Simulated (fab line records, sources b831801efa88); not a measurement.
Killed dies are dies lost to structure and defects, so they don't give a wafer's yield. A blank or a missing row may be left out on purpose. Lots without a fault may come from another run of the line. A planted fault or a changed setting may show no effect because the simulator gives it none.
A struck lot beside a sound one | flow gf180mcu | 20 steps out of a route of 602
Sound: wafers L710.2, L710.4, L710.6. Struck: wafers L698.2, L698.6. The cause comes at the end.
At each step with rows: each side's tool, then ch and its chambers, then its first start. Under that, the readings that differ: sound wafers | struck wafers | difference of the means | sigmas: that difference in standard deviations of wafers without a fault.
alike: readings whose means differ by less than 2 such deviations, and words and numbers that are the same on both sides. not compared: withheld readings, readings that some wafer has no value for, bounds like >300 that may hide the same value, and numbers for which the record gives no deviation and whose values overlap.
The two part at a step that has a row with sigmas, a row that says differs or no value, or rows on one side only. Numbers that don't overlap but have no deviation are shown without sigmas and don't part them. A reading that every wafer of one side lacks parts them only if that side has two wafers or more.

first, 1 step without rows for these wafers: GF_DUAL_GATE_WET_ETCH_12 (etches SiO2 in dHF, target depth 13 nm, time 260 s).
GF_DUAL_GATE_STRIP_13: strips in O2/N2.
  sound on plasma_asher-04 ch 0,1, day 13 12:23; struck on plasma_asher-04 ch 1, day 10 01:13
  alike: drypump_motor_current_A, heater_power_w, oes_product_au, strip_time_to_endpoint_s
  not compared: rf_hours_counter_h
then, 3 steps without rows for these wafers: GF_DUAL_GATE_CLEAN_14 (cleans in SC1/SC2, time 150 s); GF_DUAL_GATE_OXIDATION_15 (stabilise 600 s, purge 300 s, target thk 7.098 nm); GF_POLY_GATE_CVD_00 (deposits poly-Si, target thk 200 nm, time 1200 s).
GF_POLY_GATE_THK_MEAS_01:
  sound on film_metro-01, day 13 17:14; struck on film_metro-04, day 10 04:33
  alike: POLY_GATE_CVD_00_THK
then, 6 steps without rows for these wafers: GF_POLY_GATE_DEHYDRATE_02 (time 60 s); GF_POLY_GATE_HMDS_03 (prime time 60 s); GF_POLY_GATE_COAT_04; GF_POLY_GATE_COAT_05 (resist thk 700 nm); GF_POLY_GATE_SOFTBAKE_06 (time 60 s); GF_POLY_GATE_EXPOSE_07 (exposes mask Poly2, target cd 280 nm).
GF_POLY_GATE_PEB_08: peb time 90 s.
  sound on litho_track-01 ch 0, day 14 13:52; struck on litho_track-03 ch 0, day 10 21:14
  reading                  | sound             | struck      | difference | sigmas
  heater_power_total_W (W) | 85.68 85.80 85.78 | 89.96 90.11 | +4.28      | +54
  alike: resist_line_temp_C
then, 1 step without rows for these wafers: GF_POLY_GATE_DEVELOP_09 (develop time 60 s).
GF_POLY_GATE_CD_MEAS_10: target cd 280 nm.
  sound on cd_sem-02, day 14 14:12; struck on cd_sem-01, day 10 21:34
  reading    | sound             | struck      | difference | sigmas
  cd_nm (nm) | 278.7 279.6 280.2 | 287.0 286.3 | +7.1       | +6
GF_POLY_GATE_OVL_MEAS_11:
  sound on overlay-01, day 14 14:19; struck on overlay-02, day 10 21:40
  alike: POLY_GATE_OVL
GF_POLY_GATE_ETCH_12: etches BARC in N2/H2.
  sound on rie_diel-02 ch 0,1,3, day 14 14:20; struck on rie_diel-03 ch 1, day 10 21:42
  reading                    | sound             | struck      | difference | sigmas
  model.POLY_GATE.cd_nm (nm) | 280.9 279.9 279.6 | 287.5 287.1 | +7.2       |
  alike: drypump_motor_current_A, oes_product_au, throttle_valve_pct
GF_POLY_GATE_ETCH_13: etches poly-Si in HBr/Cl2, stops on SiO2, target depth 198.5 nm, time 69.6 s.
  sound on rie_si-02 ch 0,2, day 14 14:23; struck on rie_si-01 ch 2,3, day 10 21:45
  reading                    | sound             | struck      | difference | sigmas
  model.POLY_GATE.cd_nm (nm) | 282.6 281.9 280.9 | 287.6 286.8 | +5.4       |
  alike: drypump_motor_current_A, oes_product_au, throttle_valve_pct
  not compared: rf_hours_counter_h
GF_POLY_GATE_STRIP_14: strips in O2/N2.
  sound on plasma_asher-04 ch 0,1, day 14 14:26; struck on plasma_asher-01 ch 0,1, day 10 21:49
  alike: drypump_motor_current_A, heater_power_w, oes_product_au
  not compared: rf_hours_counter_h
then, 1 step without rows for these wafers: GF_PASSIVATION_PROBE_99.

WHERE THEY PART
First at GF_POLY_GATE_PEB_08; last, within this record, at GF_POLY_GATE_CD_MEAS_10. Later steps at which nothing parts them and some readings are alike: GF_POLY_GATE_OVL_MEAS_11, GF_POLY_GATE_ETCH_12, GF_POLY_GATE_ETCH_13, GF_POLY_GATE_STRIP_14.

WHY: what the simulator had put in
Process parameter drift: litho_track-03, from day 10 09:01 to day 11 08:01, at GF_POLY_GATE_PEB_08. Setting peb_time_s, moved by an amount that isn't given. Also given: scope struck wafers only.
